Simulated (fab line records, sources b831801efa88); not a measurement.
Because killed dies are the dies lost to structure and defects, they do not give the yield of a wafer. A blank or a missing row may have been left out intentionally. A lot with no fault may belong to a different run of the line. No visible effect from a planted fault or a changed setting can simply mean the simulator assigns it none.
Which tool did it? ; flow sky130 ; route of 708 steps, sampled at 1 step: 13 lots, 39 wafers

## WHAT EACH GAUGE READ, for each wafer
SKY_VIA1_BOW_MEAS_03.
lot;measured;on;VIA1_BOW (um)
L250;day 33 00:24;film-metro-02;82 70 81
L251;day 33 08:30;film-metro-03;73 84 80
L253;day 34 04:22;film-metro-03;87 80 74
L256;day 35 04:26;film-metro-03;78 88 81
L257;day 35 15:02;film-metro-03;80 93 89
L259;day 35 23:10;film-metro-02;86 86 77
L260;day 36 05:23;film-metro-02;91 66 70
L261;day 36 12:44;film-metro-03;77 76 83
L264;day 37 11:40;film-metro-01;75 84 77
L267;day 38 11:46;film-metro-01;67 82 74
L268;day 38 14:36;film-metro-03;86 82 63
L272;day 40 06:50;film-metro-03;75 95 76
L273;day 40 13:23;film-metro-03;89 66 76

## WHAT TOOL EACH LOT RAN ON (gives the tool, then ch and the chambers of the sampled wafers, and finally the start)
No process step before these readings appears in the record.

## AS READ BY THE TOOLS THEMSELVES (means over the sampled wafers that have a number; for cases with no such wafer, the mark the record gives instead)
The record holds no such reading with a usual standard deviation.

## THE ANSWER, worked out from the rows above alone
Rule: the lots themselves supply what counts as usual. Put in order of their means at a reading, lots are off if they are a third of the lots or fewer, leave a main group of 4 or more, and stand apart from it by a gap of 3 or more times the standard deviation of the main group's means; of several such gaps the widest counts. A main group whose means are all the same, to the digits that the tables above print for the reading, isn't used. A lot without any number at a reading at which 4 lots or more have one is off too. All remaining lots with rows at the step are treated as sound. First the gauges in route order, then the tools' own readings, where a lot's mean is used as printed above. The first step at which some lot is off is used, and at that step the reading that is off furthest; a lot without a number counts as furthest.
Nothing can be told from this: no lot is off at any reading shown.

## WHAT HAD BEEN PUT IN BY THE SIMULATOR
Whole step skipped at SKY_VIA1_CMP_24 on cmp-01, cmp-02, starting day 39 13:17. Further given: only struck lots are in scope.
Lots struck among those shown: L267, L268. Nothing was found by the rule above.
